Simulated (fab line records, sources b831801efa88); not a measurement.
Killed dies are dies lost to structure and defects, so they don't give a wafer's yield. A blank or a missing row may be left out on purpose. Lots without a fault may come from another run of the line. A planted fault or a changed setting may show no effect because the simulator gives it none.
fab line records | flow sky130
record lots=7 wafers=19 last_day=50
route steps=708 shown FIELD_ISO@1 PAD_OPEN@708
lots that met no fault: from a run of the same line without faults
start_h: hours from the record's first day to the start of the lot's first wafer shown | wait_h: hours since the lot's step before | " the same as in the row above | L1.1+2: a row that stands for several wafers | - no value, or no start given | * or withheld: withheld | < > ~ a bound
route shown NAME@n: a module of which the file shows steps, and the number in the route of the first | usual: mean/standard deviation of fault-free wafers | same: alike in all rows | chamber/n: place in a boat | sites: the reading at each site | _std_site: their standard deviation | _edge_site: outer sites' mean less inner sites' | radius_mm: how far each site lies from the wafer's centre | mask NAME#n: copy n | behind: the tool/chamber that last shaped the wafer | hold: why the lot was held/for how many hours/how that ended | device: the transistor (n, p or np) that didn't switch | end of line: the same wafers' tests at the end of the route | a step without rows: its recipe alone | killed: dies lost to structure and defects at the first sort, not the wafer's yield | map: a wafer's dies, x killed, . not, _ none there
set.NAME: the setting as run; set.NAME@STEP: as run at that earlier step | model.NAME: the simulator's own value behind a step, which no gauge read
lots at some steps of the route; a table a step, a row a wafer
services: from which hour (start_h, from the record's first day; less than 0 if before it) a tool's chamber was out of use, for how many hours, and why
## steps
# step SKY_FIELD_ISO_BOW_MEAS_00
# recipe mode=bow
# usual INCOMING_BOW=-1/5.8
# columns lot.wafer tool chamber start_h wait_h INCOMING_BOW[um]
L603.4 film_metro-04 - 20.06 - 8
L603.5 " - " " 3
L603.6 " - " " 3
L610.2 film_metro-01 - 55.02 - 7
L610.3 " - " " -9
L610.6 " - " " -3
L612.1 film_metro-01 - 65.00 - 0
L612.6 " - " " -4
L613.1 film_metro-04 - 70.00 - -1
L613.3 " - " " 2
L620.1 film_metro-04 - 105.00 - -4
L620.3 " - " " 3
L620.6 " - " " 1
L623.1 film_metro-03 - 120.00 - 1
L623.5 " - " " -6
L623.6 " - " " -8
L624.1 film_metro-01 - 125.00 - 2
L624.3 " - " " 4
L624.4 " - " " 2
# step SKY_FIELD_ISO_OXIDATION_01
# recipe temp_c=900 ambient=O2 stabilise_s=600 purge_s=300 target_thk_a=120 ox_time_s=1843
# step SKY_FIELD_ISO_THK_MEAS_02
# recipe reads=SiO2_of_FIELD_ISO_OXIDATION_01
# usual FIELD_ISO_OXIDATION_00_THK=12.15/0.19
# columns lot.wafer tool chamber start_h wait_h FIELD_ISO_OXIDATION_00_THK[nm]
L603.4 film_metro-03 - 22.18 0.0 11.93
L603.5 " - " " 12.12
L603.6 " - " " 12.06
L610.2 film_metro-04 - 57.30 0.0 11.74
L610.3 " - " " 12.03
L610.6 " - " " 11.97
L612.1 film_metro-04 - 67.49 0.0 12.18
L612.6 " - " " 12.11
L613.1 film_metro-04 - 72.08 0.4 12.02
L613.3 " - " " 12.02
L620.1 film_metro-04 - 107.46 0.0 12.24
L620.3 " - " " 12.20
L620.6 " - " " 12.29
L623.1 film_metro-03 - 122.14 0.0 11.99
L623.5 " - " " 12.10
L623.6 " - " " 12.07
L624.1 film_metro-04 - 128.72 0.0 12.54
L624.3 " - " " 12.54
L624.4 " - " " 12.62
# step SKY_FIELD_ISO_CVD_03
# recipe material=Si3N4 precursor=DCS/NH3 target_thk_nm=165 temp_c=770 time_s=2830 pressure_mtorr=250
# step SKY_FIELD_ISO_THK_MEAS_04
# recipe reads=Si3N4_of_FIELD_ISO_CVD_03
# usual FIELD_ISO_CVD_03_THK=164.9/1.7
# columns lot.wafer tool chamber start_h wait_h FIELD_ISO_CVD_03_THK[nm]
L603.4 film_metro-03 - 24.02 0.0 166.8
L603.5 " - " " 166.0
L603.6 " - " " 167.1
L610.2 film_metro-01 - 62.96 0.0 164.4
L610.3 " - " " 162.8
L610.6 " - " " 163.2
L612.1 film_metro-01 - 71.19 0.0 165.0
L612.6 " - " " 163.2
L613.1 film_metro-01 - 74.33 0.0 162.6
L613.3 " - " " 162.4
L620.1 film_metro-04 - 109.35 0.0 166.5
L620.3 " - " " 166.2
L620.6 " - " " 166.1
L623.1 film_metro-04 - 123.98 0.0 166.8
L623.5 " - " " 165.9
L623.6 " - " " 166.7
L624.1 film_metro-01 - 130.57 0.0 166.0
L624.3 " - " " 165.9
L624.4 " - " " 165.2
# step SKY_FIELD_ISO_DEHYDRATE_05
# recipe temp_c=200 time_s=60
# step SKY_FIELD_ISO_HMDS_06
# recipe prime_time_s=60 prime_temp_c=120
# step SKY_FIELD_ISO_COAT_07
# recipe resist=BARC temp_c=withheld time_s=withheld spin_rpm=3000 resist_thk_nm=60
# usual exhaust_pa=44.9/0.88 resist_line_temp_C=*
# columns lot.wafer tool chamber start_h wait_h exhaust_pa resist_line_temp_C
L603.4 litho_track-04 0 30.65 0.1 44.7 *
L603.5 " 0 " " 44.0 *
L603.6 " 0 " " 43.5 *
L610.2 litho_track-02 0 70.74 0.1 43.9 *
L610.3 " 0 " " 45.0 *
L610.6 " 0 " " 45.2 *
L612.1 litho_track-02 0 79.76 0.1 44.9 *
L612.6 " 0 " " 45.7 *
L613.1 litho_track-02 0 82.96 0.1 46.1 *
L613.3 " 0 " " 45.2 *
L620.1 litho_track-04 0 118.28 0.1 45.4 *
L620.3 " 0 " " 45.3 *
L620.6 " 0 " " 45.0 *
L623.1 litho_track-04 0 133.48 0.1 44.2 *
L623.5 " 0 " " 44.0 *
L623.6 " 0 " " 45.5 *
L624.1 litho_track-02 0 139.46 0.1 45.8 *
L624.3 " 0 " " 45.8 *
L624.4 " 0 " " 47.2 *
# step SKY_FIELD_ISO_COAT_08
# recipe resist=KrF-thick spin_rpm=3000 resist_thk_nm=450
# step SKY_FIELD_ISO_SOFTBAKE_09
# recipe temp_c=100 time_s=90 resist=KrF-thick
# step SKY_FIELD_ISO_EXPOSE_10
# recipe mask_id=FOM na=0.68 source_shape=annular sigma_inner=0.4 sigma_outer=0.8 target_cd_nm=150 dose_mj=28
# step SKY_FIELD_ISO_PEB_11
# recipe peb_temp_c=withheld peb_time_s=withheld resist=KrF-thick
# step SKY_FIELD_ISO_DEVELOP_12
# recipe develop_time_s=60 resist=KrF-thick dev_temp_c=21
# step SKY_FIELD_ISO_CD_MEAS_13
# recipe target_cd_nm=150
# usual cd_nm=149.7/1.4
# columns lot.wafer tool chamber start_h wait_h cd_nm
L603.4 cd_sem-02 - 38.39 - 148.7
L603.5 " - " " 148.6
L603.6 " - " " 150.6
L610.2 cd_sem-02 - 79.87 - 149.9
L610.3 " - " " 149.4
L610.6 " - " " 150.1
L612.1 cd_sem-01 - 88.70 - 150.4
L612.6 " - " " 150.7
L613.1 cd_sem-02 - 91.36 - 147.9
L613.3 " - " " 146.6
L620.1 cd_sem-01 - 128.53 - 148.9
L620.3 " - " " 148.3
L620.6 " - " " 149.6
L623.1 cd_sem-01 - 143.36 - 151.9
L623.5 " - " " 152.6
L623.6 " - " " 151.1
L624.1 cd_sem-01 - 149.41 - 147.7
L624.3 " - " " 148.6
L624.4 " - " " 149.2
# step SKY_FIELD_ISO_ETCH_14
# recipe chemistry=N2/H2 target=BARC ion_energy_ev=200 source_w=500 bias_w=100 pressure_mtorr=30 n2_flow_sccm=100 h2_flow_sccm=200 stop_on=SiO2 time_s=45.9 target_depth_a=600
# usual drypump_motor_current_A=6.0/0.35 h2_flow_sccm=200.0/0.51 oes_product_au=0.854/0.0045 throttle_valve_pct=13.225/0.0092
# columns lot.wafer tool chamber start_h wait_h drypump_motor_current_A h2_flow_sccm oes_product_au rf_hours_counter_h throttle_valve_pct model.etch.depth_nm
L603.4 rie_diel-01 3 38.45 0.0 6.4 200.1 0.854 159 13.220 60.09
L603.5 " 3 " " 6.5 199.4 0.859 - 13.228 60.16
L603.6 " 0 " " 5.8 199.9 0.861 - 13.234 60.35
L610.2 rie_diel-01 1 79.97 0.1 6.0 200.2 0.848 143 13.226 60.08
L610.3 " 0 " " 5.9 199.6 0.857 10 13.220 60.17
L610.6 " 1 " " 6.0 198.9 0.899 - 13.234 65.37
L612.1 rie_diel-01 2 88.82 0.1 5.6 200.1 0.895 87 13.247 65.48
L612.6 " 0 " " 5.9 200.0 0.893 - 13.228 65.53
L613.1 rie_diel-01 2 91.48 0.1 5.7 199.5 0.901 87 13.240 65.78
L613.3 " 0 " " 5.8 199.8 0.857 10 13.225 59.98
L620.1 rie_diel-01 0 128.65 0.1 5.8 201.0 0.857 11 13.225 59.98
L620.3 " 2 " " 5.6 198.6 0.853 88 13.222 59.9
L620.6 " 2 " " 5.7 199.8 0.852 - 13.221 59.84
L623.1 rie_diel-02 2 143.48 0.1 5.9 200.4 0.853 18 13.231 59.92
L623.5 " 2 " " 5.9 200.2 0.849 - 13.233 59.88
L623.6 " 1 " " 6.1 199.9 0.852 - 13.221 59.92
L624.1 rie_diel-02 0 149.53 0.1 6.4 199.3 0.859 5 13.233 60.47
L624.3 " 1 " " 6.1 199.4 0.848 81 13.237 60.25
L624.4 " 2 " " 5.9 200.1 0.850 18 13.244 60.33
# step SKY_FIELD_ISO_ETCH_15
# recipe chemistry=CHF3/O2 target_depth_nm=180 stop_on=Si source_w=600 bias_w=200 pressure_mtorr=40 chf3_flow_sccm=50 O2_flow_sccm=5 time_s=72
# usual drypump_motor_current_A=6.0/0.35 oes_product_au=0.946/0.0072 throttle_valve_pct=8.844/0.0089
# columns lot.wafer tool chamber start_h wait_h drypump_motor_current_A oes_product_au rf_hours_counter_h throttle_valve_pct
L603.4 rie_diel-01 3 38.49 0.0 6.4 0.946 159 8.848
L603.5 " 3 " " 6.4 0.948 - 8.837
L603.6 " 0 " " 5.8 0.955 - 8.840
L610.2 rie_diel-01 1 80.01 0.0 6.1 0.941 143 8.837
L610.3 " 0 " " 5.8 0.937 10 8.865
L610.6 " 1 " " 6.0 0.940 - 8.840
L612.1 rie_diel-01 2 88.86 0.0 5.6 0.948 87 8.845
L612.6 " 0 " " 5.8 0.935 - 8.832
L613.1 rie_diel-01 2 91.52 0.0 5.6 0.947 87 8.836
L613.3 " 0 " " 5.9 0.935 10 8.834
L620.1 rie_diel-01 0 128.69 0.0 5.8 0.954 11 8.851
L620.3 " 2 " " 5.6 0.945 88 8.833
L620.6 " 2 " " 5.6 0.947 - 8.829
L623.1 rie_diel-02 2 143.52 0.0 5.9 0.948 18 8.841
L623.5 " 2 " " 5.9 0.956 - 8.848
L623.6 " 1 " " 6.1 0.952 - 8.840
L624.1 rie_diel-02 0 149.57 0.0 6.3 0.951 5 8.838
L624.3 " 1 " " 6.0 0.955 81 8.842
L624.4 " 2 " " 5.9 0.944 18 8.837
# step SKY_FIELD_ISO_STRIP_16
# recipe chemistry=O2/N2 power_w=1400 pressure_mtorr=1500 platen_temp_c=withheld o2_flow_sccm=3000 n2_flow_sccm=300 overash_fraction=0.5
# usual drypump_motor_current_A=5.8/0.44 oes_product_au=0.378/0.0046 strip_time_to_endpoint_s=3.540/0.029
# columns lot.wafer tool chamber start_h wait_h drypump_motor_current_A oes_product_au rf_hours_counter_h strip_time_to_endpoint_s
L603.4 plasma_asher-02 1 38.58 0.1 5.8 0.385 - 3.561
L603.5 " 1 " " 5.8 0.380 - 3.539
L603.6 " 0 " " 6.0 0.376 - 3.520
L610.2 plasma_asher-01 1 80.07 0.0 6.3 0.378 26 3.575
L610.3 " 0 " " 5.2 0.376 - 3.531
L610.6 " 0 " " 5.2 0.374 - 3.619
L612.1 plasma_asher-02 0 88.92 0.0 6.0 0.379 41 3.645
L612.6 " 0 " " 6.0 0.372 - 3.620
L613.1 plasma_asher-02 0 91.58 0.0 6.0 0.383 41 3.633
L613.3 " 0 " " 6.0 0.382 - 3.505
L620.1 plasma_asher-02 0 128.75 0.0 6.0 0.381 45 3.461
L620.3 " 1 " " 5.8 0.374 - 3.512
L620.6 " 0 " " 6.0 0.372 - 3.508
L623.1 plasma_asher-01 1 143.58 0.0 6.3 0.382 33 3.509
L623.5 " 1 " " 6.3 0.380 - 3.532
L623.6 " 0 " " 5.2 0.384 - 3.511
L624.1 plasma_asher-01 0 149.63 0.0 5.1 0.375 33 3.519
L624.3 " 1 " " 6.3 0.373 - 3.540
L624.4 " 0 " " 5.1 0.371 - 3.533
# step SKY_FIELD_ISO_ETCH_17
# recipe target_depth_a=3420 mask_material=Si3N4 chemistry=HBr/Cl2/O2 target=Si taper_deg=5 icp_w=600 bias_w=150 pressure_mtorr=15 HBr_flow_sccm=150 Cl2_flow_sccm=40 O2_flow_sccm=6 time_s=97.7
# usual drypump_motor_current_A=5.8/0.43 oes_product_au=0.995/0.0084 throttle_valve_pct=25.658/0.011
# columns lot.wafer tool chamber start_h wait_h drypump_motor_current_A oes_product_au rf_hours_counter_h throttle_valve_pct
L603.4 rie_si-01 1 38.65 0.0 5.9 0.987 101 25.669
L603.5 " 2 " " 5.9 0.992 - 25.647
L603.6 " 1 " " 5.9 1.001 - 25.658
L610.2 rie_si-02 3 80.17 0.1 6.3 1.008 2 25.639
L610.3 " 1 " " 5.8 1.006 75 25.659
L610.6 " 1 " " 5.8 1.001 - 25.634
L612.1 rie_si-01 3 89.02 0.1 5.9 0.986 0 25.676
L612.6 " 1 " " 5.8 0.994 - 25.663
L613.1 rie_si-01 1 91.68 0.1 5.9 0.999 101 25.664
L613.3 " 2 " " 5.9 1.001 133 25.653
L620.1 rie_si-02 0 128.85 0.1 5.1 0.988 3 25.667
L620.3 " 1 " " 5.8 1.000 75 25.645
L620.6 " 1 " " 5.8 1.005 - 25.654
L623.1 rie_si-02 3 143.68 0.1 6.3 1.000 3 25.650
L623.5 " 1 " " 5.8 1.007 - 25.669
L623.6 " 0 " " 5.1 0.993 - 25.667
L624.1 rie_si-02 1 149.73 0.1 5.8 1.010 76 25.663
L624.3 " 3 " " 6.3 1.003 3 25.660
L624.4 " 0 " " 5.1 1.009 4 25.655
# step SKY_PAD_OPEN_PROBE_99
# usual killed_at_M0_to_M3=44/7.5 killed_at_M4_up=2.9/1.8 killed_at_contacts=24/5.1 killed_at_front_end=16/4.7 killed_at_other=0.3/0.46 killed_dies=87/9.9 killed_on_rim=17/4.5 killed_open=47/8 killed_short=39/6.3
# same gross_dies=492 killed_at_back_side=0
# columns lot.wafer tool chamber start_h wait_h killed_at_M0_to_M3 killed_at_M4_up killed_at_contacts killed_at_front_end killed_at_other killed_dies killed_on_rim killed_open killed_short
L610.2 prober-01 - 1147.57 0.1 45 2 25 18 0 90 15 48 42
L610.3 prober-01 - 1147.62 0.2 33 3 28 16 0 80 14 36 44
L610.6 prober-01 - 1147.77 0.2 44 2 18 16 0 80 17 41 39
# killed by level:class
L610.2 CONTACT:geometric_particle:open=11 VIA1:geometric_particle:open=9 VIA2:geometric_particle:open=8 VIA3:geometric_particle:open=7 POLY_GATE:geometric_particle:short=6 METAL1:geometric_particle:short=6 VIA1:geometric_particle:short=6 LI_CONTACT:geometric_particle:open=5
L610.3 CONTACT:geometric_particle:short=10 CONTACT:geometric_particle:open=8 METAL2:geometric_particle:short=6 VIA2:geometric_particle:open=6 VIA1:geometric_particle:open=5 FIELD_ISO:geometric_particle:open=4 POLY_GATE:geometric_particle:short=4 LI_CONTACT:geometric_particle:short=4
L610.6 VIA1:geometric_particle:short=8 VIA2:geometric_particle:open=6 VIA1:geometric_particle:open=6 FIELD_ISO:geometric_particle:open=5 LI_CONTACT:geometric_particle:open=5 LOCAL_INTERCONNECT:geometric_particle:short=5 CONTACT:geometric_particle:open=5 METAL2:geometric_particle:short=5
## services
# columns tool chamber start_h hours kind
plasma_asher-01 - 18.63 2.8 repair
plasma_asher-01 - 40.36 2.8 repair
plasma_asher-01 - 46.68 3.9 repair
rie_si-01 3 58.14 - clean
rie_si-01 3 58.14 27.0 scheduled_down
rie_si-01 3 58.14 27.0 vent_cycle
plasma_asher-01 - 98.83 3.3 repair
rie_si-01 - 126.72 5.7 repair
rie_diel-01 3 128.29 - clean
rie_diel-01 3 128.29 12.1 scheduled_down
rie_diel-01 3 128.29 12.1 vent_cycle
plasma_asher-02 - 142.00 11.0 repair
## key
first_sign step=SKY_FIELD_ISO_ETCH_14 reading=oes_product_au direction=up sigmas=9.4 usual=0.854 struck=0.897
effect step=SKY_FIELD_ISO_STRIP_16 reading=strip_time_to_endpoint_s direction=up sigmas=3 usual=* struck=*
model_effect step=SKY_FIELD_ISO_ETCH_14 value=etch.depth_nm without=60.03 struck=65.54
met_at SKY_FIELD_ISO_COAT_07
struck_wafers L610.6,L612.1,L612.6,L613.1
sort_left_out L612.1,L612.6,L613.1
tester_left_out L610,L612,L613
fault kind=process_parameter_drift tool=litho_track-02 chamber=- onset_h=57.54 steps=SKY_FIELD_ISO_COAT_07 channel=resist_thk_nm offset=5.5053 shape=step end_h=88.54 scope=struck_wafers_only acts_in=these_recipes_only stated=60
# tester_left_out: of these lots the tester's yield and bins aren't shown, on N5 and GAA mostly nor the transistor test; their killed dies are dies lost to structure and defects alone, not to doping, threshold or leakage, so they don't give the yield
# sort_left_out: the simulated sort isn't trusted on such a fault, so these wafers' sort isn't shown, and their yield isn't known
